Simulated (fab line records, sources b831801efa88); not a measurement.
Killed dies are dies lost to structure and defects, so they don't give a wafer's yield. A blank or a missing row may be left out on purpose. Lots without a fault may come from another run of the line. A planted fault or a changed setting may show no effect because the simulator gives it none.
One fault seen from 2 desks | flow gf180mcu | each desk has only its own numbers; what lay behind them comes last

THE METROLOGY DESK
What the gauges read, lot by lot, whatever tool the lot ran on: means of the sampled wafers that have a number. A lot is out of limits, marked OUT, if its mean lies more than 4 standard deviations from the usual mean; the brackets give that distance.
Columns: A = V5_W_RS at GF_V5_RS_MEAS_24, usual 0.327 ohm/sq; B = PASSIVATION_CVD_00_THK at GF_PASSIVATION_THK_MEAS_01, usual 998 nm
lot  | first seen here | A     | B
L790 | day 27 11:01    | 0.326 | 1000
L791 | day 27 23:20    | 0.328 | 1015
L794 | day 28 22:05    | 0.328 | 994
L795 | day 29 00:53    | 0.329 | 996
L796 | day 29 08:47    | 0.328 | 999
L797 | day 29 21:18    | 0.326 | 995
L799 | day 30 07:53    | 0.332 | 999
L800 | day 30 16:15    | 0.327 | 989
L802 | day 31 04:10    | 0.330 | 1015
L805 | day 31 21:50    | 0.324 | 1002
L808 | day 32 15:43    | 0.331 | 991
L809 | day 32 21:45    | 0.324 | 1004
L810 | day 33 01:52    | 0.329 | 996
This desk's finding: nothing out of limits on any of the 13 lots.

THE TOOL OWNER'S DESK: pvd_sputter-02
The tool's own readings at GF_M4_SPUTTER_04 (material TiN, target thk 50 nm, time 41.7 s): means of the sampled wafers that have a number, for each lot that ran on this tool. A lot is out of limits, marked OUT, if its mean lies more than 4 standard deviations from the usual mean; the brackets give that distance.
Columns: A = cathode_dc_power_W at GF_M4_SPUTTER_04, usual 6499.8 W; B = throttle_valve_pct at GF_M4_SPUTTER_04, usual 29.9 %
lot  | first seen here | A      | B
L791 | day 23 06:10    | 6500.6 | 29.0
L795 | day 24 13:17    | 6500.9 | 30.0
L797 | day 25 10:44    | 6498.9 | 29.8
L799 | day 25 23:52    | 6500.1 | 30.6
L800 | day 26 09:43    | 6498.6 | 28.9
L802 | day 26 22:56    | 6499.2 | 29.2
L808 | day 28 14:52    | 6500.5 | 29.8
L809 | day 29 00:12    | 6498.9 | 30.1
L810 | day 29 05:28    | 6499.8 | 28.8
This desk's finding: nothing out of limits on any of the 9 lots.

PUT TOGETHER
The metrology desk saw nothing out of limits.
The tool owner's desk saw nothing out of limits.

WHAT THE SIMULATOR HAD PUT IN
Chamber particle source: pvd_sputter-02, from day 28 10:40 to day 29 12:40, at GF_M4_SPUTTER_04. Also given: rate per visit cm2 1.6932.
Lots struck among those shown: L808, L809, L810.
